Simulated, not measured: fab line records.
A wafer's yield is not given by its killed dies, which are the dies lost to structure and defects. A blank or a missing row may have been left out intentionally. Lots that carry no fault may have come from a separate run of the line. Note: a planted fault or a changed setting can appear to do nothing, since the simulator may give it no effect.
Which tool is to blame?    flow sky130    39 wafers from 13 lots sampled at 5 of the route's 708 steps

== WHAT EACH GAUGE READ, for each wafer ==
SKY_FIELD_ISO_CD_MEAS_13 targets a cd of 150 nm.
lot   measured     on         cd_nm (nm)
L679  day 2 07:38  cd_sem-02  149.3 151.2 150.7
L680  day 2 14:22  cd_sem-01  149.9 150.5 149.3
L681  day 2 21:03  cd_sem-01  152.0 151.2 151.9
L682  day 3 00:38  cd_sem-02  148.2 147.8 149.1
L683  day 3 01:00  cd_sem-01  149.8 149.0 147.3
L684  day 3 06:35  cd_sem-02  152.7 154.8 154.3
L692  day 5 02:11  cd_sem-02  151.6 150.5 151.7
L694  day 5 10:32  cd_sem-02  153.1 152.2 151.6
L695  day 5 16:49  cd_sem-02  150.2 150.5 150.1
L696  day 5 20:48  cd_sem-02  150.4 148.9 149.7
L697  day 6 01:14  cd_sem-01  149.5 149.8 147.8
L698  day 6 06:44  cd_sem-02  148.8 149.4 148.8
L699  day 6 13:13  cd_sem-02  149.8 148.4 148.9

SKY_VT_ADJUST_LVTN_TW_MEAS_10.
lot   measured      on             VT_ADJUST_LVTN_TW
L679  day 6 21:25   film_metro-01  243.6 243.1 243.1
L680  day 7 05:55   film_metro-01  243.7 242.7 243.9
L681  day 7 13:26   film_metro-03  243.2 242.4 244.7
L682  day 7 22:07   film_metro-03  241.7 241.2 243.0
L683  day 8 00:26   film_metro-03  240.9 242.2 242.3
L684  day 8 09:09   film_metro-04  242.4 241.9 242.9
L692  day 10 11:34  film_metro-03  206.6 207.6 206.9 208.3 206.9 207.0
L694  day 10 21:25  film_metro-01  207.2 208.3 207.4 208.0 208.2 208.3
L695  day 11 05:05  film_metro-04  243.4 242.4 244.3
L696  day 11 09:19  film_metro-03  242.8 243.1 243.9
L697  day 11 15:37  film_metro-01  242.5 242.7 242.8
L698  day 11 21:58  film_metro-01  243.5 241.6 243.2
L699  day 12 05:36  film_metro-01  244.0 242.7 244.3

SKY_VT_ADJUST_NCORE_TW_MEAS_11.
lot   measured      on             VT_ADJUST_NCORE_TW
L679  day 8 13:37   film_metro-01  218.7 220.4 221.0
L680  day 8 22:32   film_metro-01  219.6 221.1 220.0
L681  day 9 06:35   film_metro-03  220.4 219.6 219.3
L682  day 9 17:10   film_metro-03  220.7 219.0 220.2
L683  day 9 19:05   film_metro-03  220.4 219.5 220.9
L684  day 10 05:03  film_metro-03  219.7 219.6 219.0
L692  day 12 08:32  film_metro-03  220.0 220.5 219.1
L694  day 12 19:32  film_metro-02  219.3 218.9 218.6
L695  day 13 03:17  film_metro-02  218.7 219.2 219.7
L696  day 13 08:05  film_metro-03  219.6 219.4 220.1
L697  day 13 12:38  film_metro-03  220.3 219.5 219.7
L698  day 13 21:23  film_metro-02  218.8 218.5 219.1
L699  day 14 04:40  film_metro-02  218.5 219.9 220.3

SKY_SONOS_ONO_THK_MEAS_05.
lot   measured      on             SONOS_ONO_CVD_04_THK (nm)
L679  day 11 15:55  film_metro-03  5.80 5.67 5.67
L680  day 12 00:56  film_metro-03  5.90 5.88 5.86
L681  day 12 14:22  film_metro-02  5.83 5.78 5.88
L682  day 12 20:44  film_metro-02  5.55 5.60 5.57
L683  day 12 21:59  film_metro-01  6.04 6.04 6.10
L684  day 13 05:53  film_metro-03  5.71 5.71 5.72
L692  day 15 21:29  film_metro-02  5.57 5.68 5.67
L694  day 16 12:16  film_metro-03  5.75 5.57 5.82
L695  day 17 01:11  film_metro-02  5.72 5.69 5.77
L696  day 17 01:15  film_metro-02  5.86 5.76 5.81
L697  day 17 09:39  film_metro-03  5.50 5.55 5.53
L698  day 17 17:53  film_metro-03  5.78 5.81 5.83
L699  day 18 00:06  film_metro-03  5.81 5.72 5.73

== EACH LOT AND THE TOOL THAT RAN IT (in order: tool; ch and the chambers of the sampled wafers; start) ==
lot   SKY_VT_ADJUST_LVTN_IMPLANT_08
L679  implanter-04 ch 0, day 6 21:10
L680  implanter-01 ch 0, day 7 05:40
L681  implanter-01 ch 0, day 7 13:12
L682  implanter-01 ch 0, day 7 21:52
L683  implanter-03 ch 0, day 8 00:12
L684  implanter-04 ch 0, day 8 08:57
L692  implanter-04 ch 0, day 10 11:20
L694  implanter-04 ch 0, day 10 21:11
L695  implanter-03 ch 0, day 11 04:51
L696  implanter-03 ch 0, day 11 09:05
L697  implanter-01 ch 0, day 11 15:22
L698  implanter-03 ch 0, day 11 21:43
L699  implanter-03 ch 0, day 12 05:21
- SKY_VT_ADJUST_LVTN_IMPLANT_08

== AS READ BY THE TOOLS THEMSELVES (means over the sampled wafers that have a number; for cases with no such wafer, the mark the record gives instead) ==
SKY_VT_ADJUST_LVTN_IMPLANT_08.
lot   tool          dose_ions_cm2  faraday_current_uA
L679  implanter-04  1.57e+12       8.71
L680  implanter-01  1.57e+12       8.87
L681  implanter-01  1.57e+12       8.87
L682  implanter-01  1.57e+12       8.85
L683  implanter-03  1.57e+12       8.93
L684  implanter-04  1.57e+12       8.89
L692  implanter-04  9.07e+11       5.09
L694  implanter-04  9.09e+11       5.14
L695  implanter-03  1.57e+12       8.82
L696  implanter-03  1.57e+12       8.77
L697  implanter-01  1.57e+12       8.92
L698  implanter-03  1.57e+12       8.85
L699  implanter-03  1.57e+12       8.85

== THE ANSWER, worked out from the rows above alone ==
Rule: what is usual is taken from the lots themselves. The widest of any qualifying gaps counts: lots, ordered by their means at a reading, are off when they make up no more than a third of the lots, leave a main group of 4 or more, and stand apart from it by 3 or more times the standard deviation of that group's means. If all means in a main group match to the digits the tables above print for the reading, that group is not used. A lot without any number at a reading at which 4 lots or more have one is off too. Where the step has rows for the other lots, those lots are counted as sound. First the gauges in route order, then the tools' own readings, where a lot's mean is used as printed above. The first step at which some lot is off is used, and at that step the reading that is off furthest; a lot without a number counts as furthest.
Off: at SKY_VT_ADJUST_LVTN_TW_MEAS_10 (VT_ADJUST_LVTN_TW), L692, L694. For the main group the mean is 242.9 and the standard deviation 0.61.
If a tool, at a process step before that reading, ran all the lots that are off and no sound lot after the first of them, it fits. The gauges at SKY_VT_ADJUST_LVTN_TW_MEAS_10 aren't tried: what is off there is off at SKY_VT_ADJUST_LVTN_IMPLANT_08 too, on other tools, and a gauge's error can't cause that. One candidate fits, namely implanter-04 at SKY_VT_ADJUST_LVTN_IMPLANT_08. Its last sound lot is L684 (day 8 08:57), its first lot that is off L692 (day 10 11:20): a fault that began between those two fits.
The tool's own readings at SKY_VT_ADJUST_LVTN_IMPLANT_08 bear it out: on the lots that are off they differ by more than 5 times the standard deviation of the sound lots' means. dose_ions_cm2 reads 9.08e+11 there against 1.57e+12 on the sound lots; faraday_current_uA reads 5.12 there against 8.85 on the sound lots.

== WHAT THE SIMULATOR HAD INSERTED ==
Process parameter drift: implanter-04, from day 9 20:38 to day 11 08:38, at SKY_VT_ADJUST_LVTN_IMPLANT_08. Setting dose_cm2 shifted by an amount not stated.
Shown lots that were struck: L692, L694. Same finding as the rule above.
